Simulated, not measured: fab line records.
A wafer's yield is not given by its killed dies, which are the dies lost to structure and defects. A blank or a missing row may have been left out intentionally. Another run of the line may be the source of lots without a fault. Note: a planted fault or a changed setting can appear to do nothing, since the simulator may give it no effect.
What tool caused it? -- flow gf180mcu -- Sampling: 6 lots, 17 wafers, 3 of 602 route steps

WHAT THE GAUGES READ, wafer by wafer
GF_PASSIVATION_THK_MEAS_03.
lot,measured,on,PASSIVATION_CVD_02_THK (nm)
L548,day 28 05:50,film_metro-04,691 703 712
L551,day 28 23:27,film_metro-04,701 715
L555,day 30 16:15,film_metro-03,704 712 710
L557,day 31 20:07,film_metro-03,677 688 697
L566,day 33 11:05,film_metro-01,677 687 700
L568,day 33 21:41,film_metro-01,683 689 691

TOOL THAT RAN EACH LOT (tool first, then ch and the chambers of the sampled wafers, then the start)
lot,GF_V3_SPUTTER_22,GF_PASSIVATION_CVD_02
L548,"pvd_sputter-02, day 22 12:04","pecvd-02 ch 0,2, day 28 05:33"
L551,"pvd_sputter-04, day 23 11:28","pecvd-01 ch 0,2, day 28 23:16"
L555,"pvd_sputter-04, day 25 09:38","pecvd-03 ch 1,2, day 30 15:58"
L557,"pvd_sputter-04, day 26 17:30","pecvd-01 ch 1,2, day 31 19:49"
L566,"pvd_sputter-04, day 28 16:32","pecvd-01 ch 1,2, day 33 10:48"
L568,"pvd_sputter-03, day 29 04:22","pecvd-02 ch 0,1, day 33 21:23"
- GF_V3_SPUTTER_22: material TiN, target thk 10 nm, time 40 s.
- GF_PASSIVATION_CVD_02: deposits Si3N4, target thk 700 nm, time 486.18 s.

THE ANSWER, worked out from the rows above alone
Rule: what is usual is taken from the lots themselves. Put in order of their means at a reading, lots are off if they are a third of the lots or fewer, leave a main group of 4 or more, and stand apart from it by a gap of 3 or more times the standard deviation of the main group's means; of several such gaps the widest counts. The tables above print the reading to a certain number of digits; a main group whose means all agree to those digits is not used. A lot without any number at a reading at which 4 lots or more have one is off too. The other lots that the step has rows for count as sound.
Nothing can be told from this: no lot is off at any reading shown.

WHAT THE SIMULATOR HAD INSERTED
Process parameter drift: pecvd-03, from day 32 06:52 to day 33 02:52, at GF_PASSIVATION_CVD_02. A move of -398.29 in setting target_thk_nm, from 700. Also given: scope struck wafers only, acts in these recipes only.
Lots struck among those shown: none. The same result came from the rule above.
